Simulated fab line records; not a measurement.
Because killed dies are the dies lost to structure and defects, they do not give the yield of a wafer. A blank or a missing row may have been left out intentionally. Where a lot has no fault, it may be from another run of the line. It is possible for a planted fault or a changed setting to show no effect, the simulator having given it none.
Chamber matching + flow sky130 + SKY_VIA3_ETCH_15 on rie-diel-04 has 4 sister chambers
The step etches SiO2 in C4F8/O2/Ar, stops on TiN, target depth 507 nm, time 78 s. 14 wafers are shown with their chamber, then 7 later ones without.

== EACH WAFER AND ITS CHAMBER ==
| wafer  | chamber | oes-product-au (a.u.) |
|--------|---------|-----------------------|
| L081.1 | 3       | 0.945                 |
| L081.2 | 1       | 0.946                 |
| L081.4 | 2       | 0.941                 |
| L085.3 | 2       | 0.931                 |
| L085.4 | 1       | 0.947                 |
| L085.6 | 1       | 0.937                 |
| L087.1 | 1       | 0.943                 |
| L087.3 | 3       | 0.942                 |
| L087.6 | 0       | 0.938                 |
| L089.1 | 0       | 0.955                 |
| L089.2 | 1       | 0.946                 |
| L089.3 | 3       | 0.951                 |
| L089.4 | 2       | 0.945                 |
| L089.5 | 1       | 0.941                 |

SIGNATURES (means of the wafers above)
| reading        | chamber 0 | chamber 1 | chamber 2 | chamber 3 | scatter within a chamber |
|----------------|-----------|-----------|-----------|-----------|--------------------------|
| oes-product-au | 0.94650   | 0.94333   | 0.93900   | 0.94600   | 0.00603                  |
Rule: distance of a wafer from a chamber = root of the sum over the readings of ((wafer's reading minus chamber's mean) / reading's scatter) squared. If the next closest chamber is less than 2 further off than the closest, the wafer can't be placed; otherwise it belongs to the closest. The scatter: take each reading less its chamber's mean, square it, sum over the shown wafers, divide by the number of wafers less the number of chambers, and take the root.

== WAFERS MISSING THEIR CHAMBER ==
| wafer  | oes-product-au (a.u.) |
|--------|-----------------------|
| L089.6 | 0.948                 |
| L088.1 | 0.948                 |
| L088.4 | 0.947                 |
| L088.5 | 0.943                 |
| L093.1 | 0.942                 |
| L093.4 | 0.944                 |
| L093.5 | 0.943                 |

== WHICH CHAMBER EACH ONE RAN IN ==
| wafer  | from the rows above               | in truth |
|--------|-----------------------------------|----------|
| L089.6 | can't be placed: 0 or 3 or 1 or 2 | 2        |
| L088.1 | can't be placed: 0 or 3 or 1 or 2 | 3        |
| L088.4 | can't be placed: 0 or 3 or 1 or 2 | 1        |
| L088.5 | can't be placed: 1 or 3 or 0 or 2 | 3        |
| L093.1 | can't be placed: 1 or 2 or 3 or 0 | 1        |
| L093.4 | can't be placed: 1 or 3 or 0 or 2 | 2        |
| L093.5 | can't be placed: 1 or 3 or 0 or 2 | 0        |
Placed correctly: 0 of 7. From these rows, 7 cannot be placed; in 7 the true chamber is one of the candidates. Wrongly placed: 0.
